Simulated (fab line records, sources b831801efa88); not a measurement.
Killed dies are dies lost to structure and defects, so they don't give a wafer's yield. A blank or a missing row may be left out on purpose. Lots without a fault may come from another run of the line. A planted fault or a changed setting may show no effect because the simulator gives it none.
fab line records | flow sky130
record lots=6 wafers=18 last_day=49
route steps=708 shown FIELD_ISO@1
lots that met no fault: from a run of the same line without faults
start_h: hours from the record's first day to the start of the lot's first wafer shown | wait_h: hours since the lot's step before | " the same as in the row above | L1.1+2: a row that stands for several wafers | - no value, or no start given | * or withheld: withheld | < > ~ a bound
route shown NAME@n: a module of which the file shows steps, and the number in the route of the first | usual: mean/standard deviation of fault-free wafers | same: alike in all rows | chamber/n: place in a boat | sites: the reading at each site | _std_site: their standard deviation | _edge_site: outer sites' mean less inner sites' | radius_mm: how far each site lies from the wafer's centre | mask NAME#n: copy n | behind: the tool/chamber that last shaped the wafer | hold: why the lot was held/for how many hours/how that ended | device: the transistor (n, p or np) that didn't switch | end of line: the same wafers' tests at the end of the route | a step without rows: its recipe alone | killed: dies lost to structure and defects at the first sort, not the wafer's yield | map: a wafer's dies, x killed, . not, _ none there
set.NAME: the setting as run; set.NAME@STEP: as run at that earlier step | model.NAME: the simulator's own value behind a step, which no gauge read
lots at some steps of the route; a table a step, a row a wafer
## steps
# step SKY_FIELD_ISO_BOW_MEAS_00
# recipe mode=bow
# usual INCOMING_BOW=1/6
# columns lot.wafer tool chamber start_h wait_h INCOMING_BOW[um]
L601.3 film_metro-01 - 20.04 - -1
L601.4 " - " " -14
L601.6 " - " " -2
L609.1 film_metro-01 - 60.00 - 1
L609.3 " - " " 1
L609.4 " - " " 0
L615.2 film_metro-02 - 90.02 - 9
L615.3 " - " " -2
L615.6 " - " " 3
L616.1 film_metro-03 - 95.00 - 14
L616.3 " - " " 4
L616.6 " - " " 3
L617.2 film_metro-03 - 100.02 - -10
L617.4 " - " " 1
L617.6 " - " " 4
L618.1 film_metro-03 - 105.00 - 3
L618.2 " - " " 1
L618.6 " - " " 11
# step SKY_FIELD_ISO_OXIDATION_01
# recipe temp_c=900 ambient=O2 stabilise_s=600 purge_s=300 target_thk_a=120 ox_time_s=1843
# step SKY_FIELD_ISO_THK_MEAS_02
# recipe reads=SiO2_of_FIELD_ISO_OXIDATION_01
# usual FIELD_ISO_OXIDATION_00_THK=12.16/0.26
# columns lot.wafer tool chamber start_h wait_h FIELD_ISO_OXIDATION_00_THK[nm]
L601.3 film_metro-01 - 22.80 0.0 11.96
L601.4 " - " " 12.00
L601.6 " - " " 11.81
L609.1 film_metro-01 - 62.72 0.0 12.26
L609.3 " - " " 12.41
L609.4 " - " " 12.29
L615.2 film_metro-01 - 93.89 0.0 12.13
L615.3 " - " " 12.16
L615.6 " - " " 12.41
L616.1 film_metro-01 - 99.32 0.0 12.25
L616.3 " - " " 12.23
L616.6 " - " " 12.27
L617.2 film_metro-01 - 106.12 0.0 12.11
L617.4 " - " " 12.22
L617.6 " - " " 11.98
L618.1 film_metro-01 - 112.93 0.0 12.01
L618.2 " - " " 11.90
L618.6 " - " " 12.10
# step SKY_FIELD_ISO_CVD_03
# recipe material=Si3N4 precursor=DCS/NH3 target_thk_nm=165 temp_c=770 time_s=2830 pressure_mtorr=250
# step SKY_FIELD_ISO_THK_MEAS_04
# recipe reads=Si3N4_of_FIELD_ISO_CVD_03
# usual FIELD_ISO_CVD_03_THK=165.4/1.4
# columns lot.wafer tool chamber start_h wait_h FIELD_ISO_CVD_03_THK[nm]
L601.3 film_metro-01 - 25.73 0.0 164.7
L601.4 " - " " 166.1
L601.6 " - " " 165.1
L609.1 film_metro-01 - 64.92 0.0 164.7
L609.3 " - " " 165.4
L609.4 " - " " 163.9
L615.2 film_metro-01 - 96.56 0.0 167.3
L615.3 " - " " 166.6
L615.6 " - " " 167.2
L616.1 film_metro-03 - 101.17 0.0 165.5
L616.3 " - " " 164.3
L616.6 " - " " 165.8
L617.2 film_metro-02 - 107.96 0.0 164.5
L617.4 " - " " 166.7
L617.6 " - " " 164.6
L618.1 film_metro-03 - 116.13 0.0 165.5
L618.2 " - " " 166.3
L618.6 " - " " 166.1
# step SKY_FIELD_ISO_DEHYDRATE_05
# recipe temp_c=200 time_s=60
# step SKY_FIELD_ISO_HMDS_06
# recipe prime_time_s=60 prime_temp_c=120
# step SKY_FIELD_ISO_COAT_07
# recipe resist=BARC temp_c=withheld time_s=withheld spin_rpm=3000 resist_thk_nm=60
# step SKY_FIELD_ISO_COAT_08
# recipe resist=KrF-thick spin_rpm=3000 resist_thk_nm=450
# step SKY_FIELD_ISO_SOFTBAKE_09
# recipe temp_c=100 time_s=90 resist=KrF-thick
# step SKY_FIELD_ISO_EXPOSE_10
# recipe mask_id=FOM na=0.68 source_shape=annular sigma_inner=0.4 sigma_outer=0.8 target_cd_nm=150 dose_mj=28
# step SKY_FIELD_ISO_PEB_11
# recipe peb_temp_c=withheld peb_time_s=withheld resist=KrF-thick
# step SKY_FIELD_ISO_DEVELOP_12
# recipe develop_time_s=60 resist=KrF-thick dev_temp_c=21
# usual chill_plate_temp_C=22.98/0.11 develop_time_s=60/0
# columns lot.wafer tool chamber start_h wait_h chill_plate_temp_C develop_time_s model.KrF-thick_of_FIELD_ISO_COAT_08.thk_nm
L601.3 litho_track-04 0 40 - 22.98 60 435
L601.4 " 0 " " 23.01 60 433.4
L601.6 " 0 " " 22.87 60 433.8
L609.1 litho_track-03 0 81 - 22.94 60 434.2
L609.3 " 0 " " 22.92 60 435.3
L609.4 " 0 " " 23.15 60 433.7
L615.2 litho_track-03 - 113 - - - 449.9
L615.3 " - " " - - 449.1
L615.6 " - " " - - 449.3
L616.1 litho_track-03 - 118 - - - 451.3
L616.3 " - " " - - 451
L616.6 " - " " - - 451.4
L617.2 litho_track-04 0 125 - 22.87 60 437.8
L617.4 " 0 " " 22.86 60 435.9
L617.6 " 0 " " 22.95 60 437.1
L618.1 litho_track-02 0 133 - 23.05 60 437.3
L618.2 " 0 " " 22.96 60 436.2
L618.6 " 0 " " 22.92 60 436.4
# step SKY_FIELD_ISO_CD_MEAS_13
# recipe target_cd_nm=150
# usual cd_nm=149.7/1.4
# columns lot.wafer tool chamber start_h wait_h cd_nm
L601.3 cd_sem-02 - 40.53 - 151.1
L601.4 " - " " 150.7
L601.6 " - " " 151.4
L609.1 cd_sem-02 - 81.69 - 150.5
L609.3 " - " " 151.0
L609.4 " - " " 150.0
L615.2 cd_sem-01 - 113.71 - -
L615.3 " - " " -
L615.6 " - " " -
L616.1 cd_sem-02 - 118.69 - -
L616.3 " - " " -
L616.6 " - " " -
L617.2 cd_sem-02 - 125.71 - 148.1
L617.4 " - " " 147.9
L617.6 " - " " 148.0
L618.1 cd_sem-01 - 133.43 - 150.9
L618.2 " - " " 151.8
L618.6 " - " " 151.0
## key
first_sign step=SKY_FIELD_ISO_DEVELOP_12 reading=tool_record direction=missing
effect none on later readings
model_effect step=SKY_FIELD_ISO_DEVELOP_12 value=KrF-thick_of_FIELD_ISO_COAT_08.thk_nm without=436.3 struck=450.3
met_at SKY_FIELD_ISO_DEVELOP_12
struck_wafers L615.2,L615.3,L615.6,L616.1,L616.3,L616.6
later_rows_left_out L615.2,L615.3,L615.6,L616.1,L616.3,L616.6
sort_left_out L615.2,L615.3,L615.6,L616.1,L616.3,L616.6
tester_left_out L615,L616
onset_between 81 113
fault kind=skipped_step_whole tool=litho_track-03 chamber=- onset_h=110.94 steps=SKY_FIELD_ISO_DEVELOP_12 scope=struck_lots_only
# tester_left_out: of these lots the tester's yield and bins aren't shown, on N5 and GAA mostly nor the transistor test; their killed dies are dies lost to structure and defects alone, not to doping, threshold or leakage, so they don't give the yield
# sort_left_out: the simulated sort isn't trusted on such a fault, so these wafers' sort isn't shown, and their yield isn't known
# later_rows_left_out: the simulator's readings of these wafers behind a module that went badly wrong aren't trusted and aren't shown, but for the sort
